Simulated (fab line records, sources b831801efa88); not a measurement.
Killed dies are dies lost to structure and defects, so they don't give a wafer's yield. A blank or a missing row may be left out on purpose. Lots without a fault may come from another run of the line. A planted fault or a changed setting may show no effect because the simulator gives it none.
fab line records | flow sky130
record lots=4 wafers=12 last_day=49
route steps=708 shown VIA1@466 METAL2@483 VIA2@507 PAD_OPEN@708
lots that met no fault: from a run of the same line without faults
start_h: hours from the record's first day to the start of the lot's first wafer shown | wait_h: hours since the lot's step before | " the same as in the row above | L1.1+2: a row that stands for several wafers | - no value, or no start given | * or withheld: withheld | < > ~ a bound
route shown NAME@n: a module of which the file shows steps, and the number in the route of the first | usual: mean/standard deviation of fault-free wafers | same: alike in all rows | chamber/n: place in a boat | sites: the reading at each site | _std_site: their standard deviation | _edge_site: outer sites' mean less inner sites' | radius_mm: how far each site lies from the wafer's centre | mask NAME#n: copy n | behind: the tool/chamber that last shaped the wafer | hold: why the lot was held/for how many hours/how that ended | device: the transistor (n, p or np) that didn't switch | end of line: the same wafers' tests at the end of the route | a step without rows: its recipe alone | killed: dies lost to structure and defects at the first sort, not the wafer's yield | map: a wafer's dies, x killed, . not, _ none there
set.NAME: the setting as run; set.NAME@STEP: as run at that earlier step | model.NAME: the simulator's own value behind a step, which no gauge read
lots at some steps of the route; a table a step, a row a wafer
services: from which hour (start_h, from the record's first day; less than 0 if before it) a tool's chamber was out of use, for how many hours, and why
## steps
# step SKY_VIA1_SOFTBAKE_08
# recipe temp_c=100 time_s=90 resist=KrF-thick
# step SKY_VIA1_EXPOSE_09
# recipe mask_id=VIM na=0.8 source_shape=annular sigma_inner=0.55 sigma_outer=0.85 target_cd_nm=150 dose_mj=38
# step SKY_VIA1_PEB_10
# recipe peb_temp_c=withheld peb_time_s=withheld resist=KrF-thick
# step SKY_VIA1_DEVELOP_11
# recipe develop_time_s=60 resist=KrF-thick dev_temp_c=21
# step SKY_VIA1_ETCH_14
# recipe chemistry=N2/H2 target=BARC ion_energy_ev=200 source_w=500 bias_w=100 pressure_mtorr=30 n2_flow_sccm=100 h2_flow_sccm=200 stop_on=SiO2 time_s=45.9 target_depth_a=600
# step SKY_VIA1_ETCH_15
# recipe target=SiO2 chemistry=C4F8/O2/Ar target_depth_nm=351 stop_on=TiN mask_material=KrF-thick source_w=1500 bias_w=1200 pressure_mtorr=40 c4f8_flow_sccm=withheld O2_flow_sccm=6 Ar_flow_sccm=300 time_s=54
# step SKY_VIA1_STRIP_16
# recipe chemistry=O2/N2 power_w=1400 pressure_mtorr=1500 platen_temp_c=withheld o2_flow_sccm=3000 n2_flow_sccm=300 overash_fraction=0.5
# step SKY_VIA1_STRIP_17
# recipe chemistry=post_etch_residue_remover time_s=1200 temp_c=72.5
# step SKY_VIA1_CLEAN_18
# recipe chemistry=IPA time_s=180 temp_c=25
# step SKY_VIA1_CLEAN_19
# recipe chemistry=O3/DIW dry=n2_spin
# step SKY_VIA1_SPUTTER_20
# recipe material=TiN target_thk_nm=20 chamber_pressure_pa=5 power_w=4000 time_s=80
# usual throttle_valve_pct=30.2/0.97
# columns lot.wafer tool chamber start_h wait_h throttle_valve_pct
L814.2 pvd_sputter-02 - 803.43 0.0 31.0
L814.5 " - " " 30.0
L814.6 " - " " 31.2
L821.2 pvd_sputter-03 - 860.73 0.0 31.4
L821.5 " - " " 28.9
L821.6 " - " " 31.9
L826.2 pvd_sputter-03 - 904.08 0.0 32.0
L826.4 " - " " 31.6
L826.5 " - " " 29.5
L831.1 pvd_sputter-03 - 932.11 0.0 28.6
L831.2 " - " " 29.6
L831.4 " - " " 31.5
# step SKY_VIA1_CVD_21
# recipe material=W target_thk_nm=270 time_s=80.902 temp_c=400 pressure_torr=40
# step SKY_VIA1_CMP_24
# recipe stop_on=SiO2 t_overpolish_s=15 down_force_psi=3.5 platen_rpm=60 target_thk_nm=0 pad_velocity_m_s=0.94248
# step SKY_METAL2_SPUTTER_00
# recipe material=Ti target_thk_nm=15 power_w=3000 time_s=10 chamber_pressure_pa=0.4
# step SKY_METAL2_SPUTTER_01
# recipe material=TiN target_thk_nm=20 power_w=6500 time_s=16.7 chamber_pressure_pa=0.4
# step SKY_METAL2_SPUTTER_02
# recipe material=AlCu target_thk_nm=250 power_w=10600 time_s=13.3 chamber_pressure_pa=0.4
# step SKY_METAL2_SPUTTER_03
# recipe material=Ti target_thk_nm=5 power_w=3000 time_s=3.3 chamber_pressure_pa=0.4
# step SKY_METAL2_SPUTTER_04
# recipe material=TiN target_thk_nm=70 power_w=6500 time_s=58.3 chamber_pressure_pa=0.4
# step SKY_METAL2_DEHYDRATE_07
# recipe temp_c=200 time_s=60
# step SKY_METAL2_HMDS_08
# recipe prime_time_s=60 prime_temp_c=120
# step SKY_METAL2_COAT_09
# recipe resist=BARC temp_c=withheld time_s=withheld spin_rpm=3000 resist_thk_nm=60
# step SKY_METAL2_COAT_10
# recipe resist=KrF-thick spin_rpm=3000 resist_thk_nm=450
# step SKY_METAL2_SOFTBAKE_11
# recipe temp_c=100 time_s=90 resist=KrF-thick
# step SKY_METAL2_EXPOSE_12
# recipe mask_id=MM2 na=0.8 source_shape=annular sigma_inner=0.55 sigma_outer=0.85 target_cd_nm=140 dose_mj=28
# step SKY_METAL2_PEB_13
# recipe peb_temp_c=withheld peb_time_s=withheld resist=KrF-thick
# step SKY_METAL2_DEVELOP_14
# recipe develop_time_s=60 resist=KrF-thick dev_temp_c=21
# step SKY_METAL2_DESCUM_17
# recipe chemistry=O2 source_power_w=150 bias_power_w=0 pressure_mtorr=10 temp_c=40 time_s=8
# step SKY_METAL2_ETCH_18
# recipe chemistry=N2/H2 target=BARC ion_energy_ev=200 bias_w=100 pressure_mtorr=30 n2_flow_sccm=100 h2_flow_sccm=200 icp_w=500 stop_on=SiO2 time_s=45.9 target_depth_a=600
# step SKY_METAL2_METAL_ETCH_19
# recipe target_depth_a=3600 stop_on=SiO2 over_etch_frac=0.3 time_s=78 chemistry=Cl2/BCl3 resist_sidewall_deg=88 pressure_mtorr=10 icp_w=900 bias_w=48.5 Cl2_flow_sccm=60 bcl3_flow_sccm=30
# step SKY_METAL2_STRIP_20
# recipe chemistry=O2/N2 power_w=1400 pressure_mtorr=1500 platen_temp_c=withheld o2_flow_sccm=3000 n2_flow_sccm=300 overash_fraction=0.5
# step SKY_METAL2_STRIP_21
# recipe chemistry=post_etch_residue_remover time_s=1200 temp_c=72.5
# step SKY_METAL2_CLEAN_22
# recipe chemistry=IPA time_s=180 temp_c=25
# step SKY_METAL2_CLEAN_23
# recipe chemistry=O3/DIW dry=n2_spin
# step SKY_VIA2_HDPCVD_00
# recipe material=SiO2 target_thk_nm=1180 sigma_open_frac=0.3 time_s=196.7 temp_c=400 sih4_flow_sccm=60 pressure_mtorr=6
# step SKY_PAD_OPEN_PROBE_99
# usual defect_limited_yield=82.7/1.9 killed_at_M0_to_M3=43/6.8 killed_at_M4_up=2.9/1.7 killed_at_contacts=24/5.4 killed_at_front_end=15/4.8 killed_at_other=0.3/0.57 killed_dies=85/9.4 killed_open=47/7.5 killed_short=38/5.7 sort_bin_3_pad_short=0.8/0.37 sort_bin_5_function=10.2/1.5 sort_bin_6_memory=6.2/1.1 sort_n_pass=407/9.4 sort_yield_pct=82.7/1.9
# same gross_dies=492 killed_at_back_side=0 sort_bin_4_leakage[%]=0 sort_bin_8_speed[%]=0
# columns lot.wafer tool chamber start_h wait_h defect_limited_yield[%] killed_at_M0_to_M3 killed_at_M4_up killed_at_contacts killed_at_front_end killed_at_other killed_dies killed_open killed_short sort_bin_3_pad_short[%] sort_bin_5_function[%] sort_bin_6_memory[%] sort_n_pass sort_yield_pct[%] model.etest.tester.sort_n_pass model.etest.tester.sort_yield_pct model.etest.tester.sort_bin_5_pct model.etest.tester.sort_bin_3_pct
L821.2 prober-02 - 1126.20 0.1 82.1 48 1 22 16 1 88 43 45 0.8 9.3 7.7 404 82.1 404 82.11 9.35 0.813
L821.5 prober-02 - 1126.35 0.2 81.1 53 2 19 19 0 93 52 41 0.6 10.8 7.5 399 81.1 399 81.1 10.77 0.6098
L821.6 prober-02 - 1126.40 0.2 83.3 40 4 20 18 0 82 45 37 0.8 8.7 7.1 410 83.3 410 83.33 8.74 0.813
L826.2 prober-01 - 1154.77 0.1 71.7 99 6 20 14 0 139 40 48 2.2 18.7 7.3 353 71.7 353 71.75 18.7 2.236
L826.4 prober-01 - 1154.87 0.2 74.4 79 5 24 18 0 126 55 32 2.8 15.0 7.7 366 74.4 366 74.39 15.04 2.846
L826.5 prober-01 - 1154.92 0.2 73.0 100 2 17 14 0 133 43 28 3.0 18.3 5.7 359 73.0 359 72.97 18.29 3.049
L831.1 prober-02 - 1173.22 0.1 74.6 98 1 15 11 0 125 40 32 2.8 16.5 6.1 367 74.6 367 74.59 16.46 2.846
L831.2 prober-02 - 1173.27 0.1 71.5 97 6 25 12 0 140 49 39 3.7 17.5 7.3 352 71.5 352 71.54 17.48 3.659
L831.4 prober-02 - 1173.37 0.2 78.3 78 1 21 7 0 107 34 35 2.6 13.4 5.7 385 78.3 385 78.25 13.41 2.642
# killed by level:class
L821.2 VIA3:geometric_particle:open=9 VIA3:geometric_particle:short=9 CONTACT:geometric_particle:open=8 METAL2:geometric_particle:short=8 LI_CONTACT:geometric_particle:open=5 VIA1:geometric_particle:open=5 FIELD_ISO:geometric_particle:short=4 POLY_GATE:geometric_particle:open=4
L821.5 VIA1:geometric_particle:open=13 CONTACT:geometric_particle:open=9 METAL2:geometric_particle:short=9 VIA2:geometric_particle:open=8 VIA3:geometric_particle:open=7 LOCAL_INTERCONNECT:geometric_particle:short=5 POLY_GATE:geometric_particle:short=4 VIA2:geometric_particle:short=4
L821.6 VIA1:geometric_particle:open=9 VIA3:geometric_particle:open=8 VIA2:geometric_particle:open=7 CONTACT:geometric_particle:open=7 CONTACT:geometric_particle:short=6 FIELD_ISO:geometric_particle:open=5 VIA2:geometric_particle:short=5 POLY_GATE:geometric_particle:short=4
L826.2 VIA1:unspecified=51 CONTACT:geometric_particle:open=8 METAL1:geometric_particle:short=8 VIA2:geometric_particle:open=8 VIA1:geometric_particle:short=6 VIA3:geometric_particle:open=6 FIELD_ISO:geometric_particle:open=5 VIA1:geometric_particle:open=5
L826.4 VIA1:unspecified=39 VIA2:geometric_particle:open=12 CONTACT:geometric_particle:open=10 FIELD_ISO:geometric_particle:open=7 LI_CONTACT:geometric_particle:open=7 METAL1:geometric_particle:short=6 VIA1:geometric_particle:open=6 VIA3:geometric_particle:open=6
L826.5 VIA1:unspecified=62 VIA1:geometric_particle:open=10 LI_CONTACT:geometric_particle:open=7 METAL1:geometric_particle:short=7 VIA2:geometric_particle:open=7 CONTACT:geometric_particle:open=6 FIELD_ISO:geometric_particle:short=5 VIA3:geometric_particle:open=5
L831.1 VIA1:unspecified=53 VIA1:geometric_particle:open=16 LI_CONTACT:geometric_particle:open=6 METAL1:geometric_particle:short=6 METAL2:geometric_particle:short=6 VIA2:geometric_particle:open=6 POLY_GATE:geometric_particle:short=5 VIA1:geometric_particle:short=5
L831.2 VIA1:unspecified=52 VIA1:geometric_particle:open=12 METAL1:geometric_particle:short=10 CONTACT:geometric_particle:open=9 VIA3:geometric_particle:open=8 VIA2:geometric_particle:open=7 METAL4:geometric_particle:short=5 CONTACT:geometric_particle:short=5
L831.4 VIA1:unspecified=38 VIA1:geometric_particle:open=10 CONTACT:geometric_particle:open=7 LI_CONTACT:geometric_particle:open=6 METAL2:geometric_particle:short=6 VIA2:geometric_particle:open=5 POLY_GATE:geometric_particle:short=4 VIA3:geometric_particle:open=4
# map L826.2 (x killed, . not)
__________...x.x...._________
________..xx..x......._______
______.x.....xx....x...._____
_____..xxx.....x.x......x____
____.......x.xx...x....x..___
___........................__
__x...xx.x.x...............x_
_x.xx.xxxxx....xx..x..x.....x
_.xx.xxxxxxxx.x.x.....x......
_...x.xxxxxxx..x.x.....x..x..
_....xxxxxxxxxx.......x....x.
_.x.xxxxxxxxxx..x.....xx.....
_.....xxxxxxx.x.xx..x........
_x...xxx.xx..x...x...x......x
_x........x.x...............x
__..xxxx...................._
___...x..x......x........x.__
____x........xx...x.......___
_____..x......x..x..x....____
______.......xx........._____
________..x........x.x_______
__________..x.x..x.._________
# map L831.2 (x killed, . not)
__________.........._________
________.xx.....xxx..._______
______..x..............._____
_____x....xx.............____
____xx.x..x..x.x.......x.x___
___....xx.x................__
__xx.....x....xx..x......x.._
_.xxx..x..........xx.........
_..x....x.....x.....x......x.
_.....x.........x..x.....x.xx
_.........x..xx..xxxx.x.xxx..
_x..x..x.xx.x..xxxxxxx.......
_........x...xxxxxxxxxx.x...x
_........x.....xxxxxxxxxx.x..
_.x.......x..xxxxxxxxx....x..
__....x.x...xxx.xxxxxxx....._
___x......xx..x.xx..xx.....__
____.x...x.x.............x___
_____..x.xx...xx.........____
______...............x.._____
________.xx..x........_______
__________......xx.._________
## services
# columns tool chamber start_h hours kind
pvd_sputter-02 3 832.59 - consumable_replace:kit
pvd_sputter-02 3 832.59 18.0 scheduled_down
pvd_sputter-02 3 832.59 18.0 vent_cycle
pvd_sputter-02 - 857.42 0.7 repair
pvd_sputter-02 - 913.96 2.0 repair
## key
first_sign step=SKY_PAD_OPEN_PROBE_99 reading=killed_at_M0_to_M3 direction=up sigmas=7.2 usual=43 struck=92
effect step=SKY_PAD_OPEN_PROBE_99 reading=sort_bin_3_pad_short direction=up sigmas=5.6 usual=0.8 struck=2.9
model_effect step=SKY_PAD_OPEN_PROBE_99 value=etest.tester.sort_n_pass without=406.2 struck=363.7
met_at SKY_VIA1_SPUTTER_20
struck_wafers L826.2,L826.4,L826.5,L831.1,L831.2,L831.4
onset_between 860.73 904.08
also_fits time
fault kind=chamber_particle_source tool=pvd_sputter-03 chamber=- onset_h=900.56 steps=SKY_VIA1_SPUTTER_20 rate_per_visit_cm2=1.0298 end_h=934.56
